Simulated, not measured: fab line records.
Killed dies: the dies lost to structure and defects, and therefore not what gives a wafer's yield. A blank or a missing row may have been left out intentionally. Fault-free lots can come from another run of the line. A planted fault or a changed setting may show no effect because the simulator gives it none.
Chamber matching :: flow sky130 :: SKY_VIA3_CMP_24 on cmp-01 has 4 sister chambers
The step polishes, stops on SiO2, t overpolish 20 s, target thk 0 nm. 4 wafers are shown with their chamber, then 7 later ones without.

== WAFERS WITH THEIR CHAMBER ==
wafer: L647.2
chamber: 0
motor-current-A (A): 12.7

wafer: L659.5
chamber: 1
motor-current-A (A): 9.6

wafer: L663.4
chamber: 3
motor-current-A (A): 11.6

wafer: L663.5
chamber: 2
motor-current-A (A): 12.7

== WAFERS WITHOUT THEIR CHAMBER ==
wafer: L663.6
motor-current-A (A): 11.0

wafer: L665.1
motor-current-A (A): 12.2

wafer: L665.3
motor-current-A (A): 12.8

wafer: L665.4
motor-current-A (A): 10.8

wafer: L664.1
motor-current-A (A): 10.3

wafer: L664.2
motor-current-A (A): 12.2

wafer: L664.4
motor-current-A (A): 12.9

== WHICH CHAMBER EACH ONE RAN IN ==
wafer: L663.6
from the rows above: can't be placed: 3 or 1
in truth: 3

wafer: L665.1
from the rows above: can't be placed: 0 or 2 or 3
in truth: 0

wafer: L665.3
from the rows above: can't be placed: 0 or 2
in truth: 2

wafer: L665.4
from the rows above: can't be placed: 3 or 1
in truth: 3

wafer: L664.1
from the rows above: can't be placed: 1 or 3
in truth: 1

wafer: L664.2
from the rows above: can't be placed: 0 or 2 or 3
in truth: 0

wafer: L664.4
from the rows above: can't be placed: 0 or 2
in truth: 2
Correct placement for 0 of the 7. These rows do not allow placing 7 (true chamber among the candidates in 7). 0 placed wrongly.
How it was worked out, from the rows above alone: a wafer's distance from a chamber is the root of the sum, over the readings, of the square of ((its reading less the chamber's mean) divided by the reading's scatter). If the next closest chamber is less than 2 further off than the closest, the wafer can't be placed; otherwise it belongs to the closest. For every chamber, the mean is computed from those of its wafers that are shown. The scatter (one wafer shown for each chamber): square how far every hidden wafer sits from the nearest shown wafer, average those squares and take the square root.
